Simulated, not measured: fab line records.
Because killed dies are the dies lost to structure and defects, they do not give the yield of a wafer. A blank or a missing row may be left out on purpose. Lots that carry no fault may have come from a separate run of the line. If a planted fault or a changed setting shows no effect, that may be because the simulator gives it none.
What tool caused it? / flow gf180mcu / 36 wafers from 12 lots sampled at 4 of the route's 602 steps

## WHAT THE GAUGES SHOWED, per wafer
GF_V4_THK_MEAS_01.
lot=L605; measured=day 23 21:13; on=filmMetro-04; V4_CVD_00_THK (nm)=593 606 595
lot=L606; measured=day 24 04:00; on=filmMetro-01; V4_CVD_00_THK (nm)=599 596 606
lot=L607; measured=day 24 12:45; on=filmMetro-04; V4_CVD_00_THK (nm)=602 599 594
lot=L608; measured=day 24 23:42; on=filmMetro-02; V4_CVD_00_THK (nm)=595 591 594
lot=L609; measured=day 25 08:36; on=filmMetro-02; V4_CVD_00_THK (nm)=600 609 610
lot=L610; measured=day 25 11:26; on=filmMetro-02; V4_CVD_00_THK (nm)=604 616 609
lot=L612; measured=day 26 14:15; on=filmMetro-02; V4_CVD_00_THK (nm)=601 607 608
lot=L619; measured=day 28 08:56; on=filmMetro-01; V4_CVD_00_THK (nm)=511 601 599
lot=L621; measured=day 28 19:07; on=filmMetro-02; V4_CVD_00_THK (nm)=513 597 598
lot=L625; measured=day 30 02:36; on=filmMetro-04; V4_CVD_00_THK (nm)=605 609 604
lot=L626; measured=day 30 07:10; on=filmMetro-01; V4_CVD_00_THK (nm)=602 602 603
lot=L627; measured=day 30 14:25; on=filmMetro-01; V4_CVD_00_THK (nm)=611 607 612

GF_V4_BOW_MEAS_05.
lot=L605; measured=day 23 21:44; on=filmMetro-02; V4_BOW (um)=141 149 139
lot=L606; measured=day 24 04:29; on=filmMetro-04; V4_BOW (um)=125 130 136
lot=L607; measured=day 24 13:14; on=filmMetro-01; V4_BOW (um)=130 135 136
lot=L608; measured=day 25 00:11; on=filmMetro-04; V4_BOW (um)=125 140 133
lot=L609; measured=day 25 09:05; on=filmMetro-04; V4_BOW (um)=133 120 133
lot=L610; measured=day 25 11:57; on=filmMetro-01; V4_BOW (um)=136 139 156
lot=L612; measured=day 26 14:44; on=filmMetro-04; V4_BOW (um)=136 155 140
lot=L619; measured=day 28 09:25; on=filmMetro-02; V4_BOW (um)=125 142 134
lot=L621; measured=day 28 19:36; on=filmMetro-04; V4_BOW (um)=101 124 121
lot=L625; measured=day 30 03:08; on=filmMetro-02; V4_BOW (um)=151 153 154
lot=L626; measured=day 30 07:40; on=filmMetro-01; V4_BOW (um)=127 142 130
lot=L627; measured=day 30 14:55; on=filmMetro-04; V4_BOW (um)=137 134 140

## EACH LOT AND THE TOOL THAT RAN IT (in order: tool; ch and the chambers of the sampled wafers; start)
lot=L605; GF_V3_ETCH_16=rieDiel-04 ch 1,2, day 22 19:58; GF_V4_CVD_00=hdpcvd-02 ch 0,1,2, day 23 21:08
lot=L606; GF_V3_ETCH_16=rieDiel-02 ch 0,1,3, day 23 03:01; GF_V4_CVD_00=hdpcvd-01 ch 0,1,2, day 24 03:56
lot=L607; GF_V3_ETCH_16=rieDiel-04 ch 0,2,3, day 23 12:10; GF_V4_CVD_00=hdpcvd-01 ch 0,1,2, day 24 12:41
lot=L608; GF_V3_ETCH_16=rieDiel-03 ch 1,2, day 23 23:34; GF_V4_CVD_00=hdpcvd-01 ch 0,1,2, day 24 23:37
lot=L609; GF_V3_ETCH_16=rieDiel-02 ch 0,2,3, day 24 07:10; GF_V4_CVD_00=hdpcvd-01 ch 0,2, day 25 08:32
lot=L610; GF_V3_ETCH_16=rieDiel-03 ch 0,1,2, day 24 10:55; GF_V4_CVD_00=hdpcvd-02 ch 0,1,2, day 25 11:21
lot=L612; GF_V3_ETCH_16=rieDiel-04 ch 0,2,3, day 25 15:31; GF_V4_CVD_00=hdpcvd-02 ch 1,2, day 26 14:11
lot=L619; GF_V3_ETCH_16=rieDiel-04 ch 1,2,3, day 27 10:13; GF_V4_CVD_00=hdpcvd-02 ch 0,1,2, day 28 08:52
lot=L621; GF_V3_ETCH_16=rieDiel-04 ch 0,2,3, day 27 21:29; GF_V4_CVD_00=hdpcvd-02 ch 0,1,2, day 28 19:01
lot=L625; GF_V3_ETCH_16=rieDiel-04 ch 2,3, day 29 05:31; GF_V4_CVD_00=hdpcvd-01 ch 0,2, day 30 02:32
lot=L626; GF_V3_ETCH_16=rieDiel-04 ch 0,1,3, day 29 09:22; GF_V4_CVD_00=hdpcvd-01 ch 0,1, day 30 07:06
lot=L627; GF_V3_ETCH_16=rieDiel-04 ch 0,3, day 29 17:22; GF_V4_CVD_00=hdpcvd-01 ch 0,1,2, day 30 14:19
- GF_V3_ETCH_16: etches BARC in N2/H2.
- GF_V4_CVD_00: deposits SiO2, target thk 600 nm, time 100 s.

## WHAT THE TOOLS THEMSELVES READ (means of the sampled wafers that have a number; where no wafer has one, the mark that the record gives instead)
GF_V3_ETCH_16.
lot=L605; tool=rieDiel-04; biasW (W)=99.76; drypumpMotorCurrentA (A)=5.5; oesProductAu (a.u.)=0.851; throttleValvePct (%)=13.230
lot=L606; tool=rieDiel-02; biasW (W)=99.69; drypumpMotorCurrentA (A)=5.5; oesProductAu (a.u.)=0.856; throttleValvePct (%)=13.234
lot=L607; tool=rieDiel-04; biasW (W)=100.26; drypumpMotorCurrentA (A)=5.6; oesProductAu (a.u.)=0.856; throttleValvePct (%)=13.225
lot=L608; tool=rieDiel-03; biasW (W)=100.00; drypumpMotorCurrentA (A)=6.3; oesProductAu (a.u.)=0.848; throttleValvePct (%)=13.230
lot=L609; tool=rieDiel-02; biasW (W)=100.03; drypumpMotorCurrentA (A)=5.5; oesProductAu (a.u.)=0.855; throttleValvePct (%)=13.221
lot=L610; tool=rieDiel-03; biasW (W)=100.18; drypumpMotorCurrentA (A)=6.1; oesProductAu (a.u.)=0.853; throttleValvePct (%)=13.218
lot=L612; tool=rieDiel-04; biasW (W)=99.98; drypumpMotorCurrentA (A)=5.6; oesProductAu (a.u.)=0.855; throttleValvePct (%)=13.220
lot=L619; tool=rieDiel-04; biasW (W)=100.17; drypumpMotorCurrentA (A)=5.6; oesProductAu (a.u.)=0.849; throttleValvePct (%)=13.230
lot=L621; tool=rieDiel-04; biasW (W)=99.91; drypumpMotorCurrentA (A)=5.6; oesProductAu (a.u.)=0.856; throttleValvePct (%)=13.228
lot=L625; tool=rieDiel-04; biasW (W)=100.22; drypumpMotorCurrentA (A)=5.4; oesProductAu (a.u.)=0.856; throttleValvePct (%)=13.222
lot=L626; tool=rieDiel-04; biasW (W)=99.76; drypumpMotorCurrentA (A)=5.7; oesProductAu (a.u.)=0.855; throttleValvePct (%)=13.218
lot=L627; tool=rieDiel-04; biasW (W)=99.79; drypumpMotorCurrentA (A)=5.8; oesProductAu (a.u.)=0.856; throttleValvePct (%)=13.219

GF_V4_CVD_00.
lot=L605; tool=hdpcvd-02; sih4FlowSccm (sccm)=59.84
lot=L606; tool=hdpcvd-01; sih4FlowSccm (sccm)=60.07
lot=L607; tool=hdpcvd-01; sih4FlowSccm (sccm)=59.98
lot=L608; tool=hdpcvd-01; sih4FlowSccm (sccm)=60.01
lot=L609; tool=hdpcvd-01; sih4FlowSccm (sccm)=60.13
lot=L610; tool=hdpcvd-02; sih4FlowSccm (sccm)=59.89
lot=L612; tool=hdpcvd-02; sih4FlowSccm (sccm)=60.13
lot=L619; tool=hdpcvd-02; sih4FlowSccm (sccm)=57.10
lot=L621; tool=hdpcvd-02; sih4FlowSccm (sccm)=57.05
lot=L625; tool=hdpcvd-01; sih4FlowSccm (sccm)=60.00
lot=L626; tool=hdpcvd-01; sih4FlowSccm (sccm)=59.79
lot=L627; tool=hdpcvd-01; sih4FlowSccm (sccm)=60.03

## THE ANSWER, worked out from the rows above alone
Rule: usual is defined by the lots themselves. The widest of any qualifying gaps counts: lots, ordered by their means at a reading, are off when they make up no more than a third of the lots, leave a main group of 4 or more, and stand apart from it by 3 or more times the standard deviation of that group's means. Not used: any main group whose means are identical at the precision the tables above print for the reading. A lot without any number at a reading at which 4 lots or more have one is off too. All remaining lots with rows at the step are treated as sound. The gauges are gone through in route order, then the tools' own readings, and for those a lot's mean is taken as printed above. The first step at which some lot is off is used, and at that step the reading that is off furthest; a lot without a number counts as furthest.
Off: L619, L621, at GF_V4_THK_MEAS_01 (V4_CVD_00_THK). Main group: mean 603 nm, sd 5.2.
If a tool, at a process step before that reading, ran all the lots that are off and no sound lot after the first of them, it fits. The gauges at GF_V4_THK_MEAS_01 aren't tried: what is off there is off at GF_V4_CVD_00 too, on other tools, and a gauge's error can't cause that. One candidate fits, namely hdpcvd-02 at GF_V4_CVD_00. Its last sound lot is L612 (day 26 14:11), its first lot that is off L619 (day 28 08:52): a fault that began between those two fits.
On the lots that are off, the tool's own readings at GF_V4_CVD_00 differ by more than 5 times the standard deviation of the sound lots' means, which bears it out; sih4FlowSccm reads 57.08 sccm there versus 59.99 sccm on the sound lots.

## WHAT THE SIMULATOR PUT IN
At GF_V4_CVD_00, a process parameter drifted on hdpcvd-02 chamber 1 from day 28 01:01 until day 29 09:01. Setting sih4FlowSccm, moved by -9, from 60. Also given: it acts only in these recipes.
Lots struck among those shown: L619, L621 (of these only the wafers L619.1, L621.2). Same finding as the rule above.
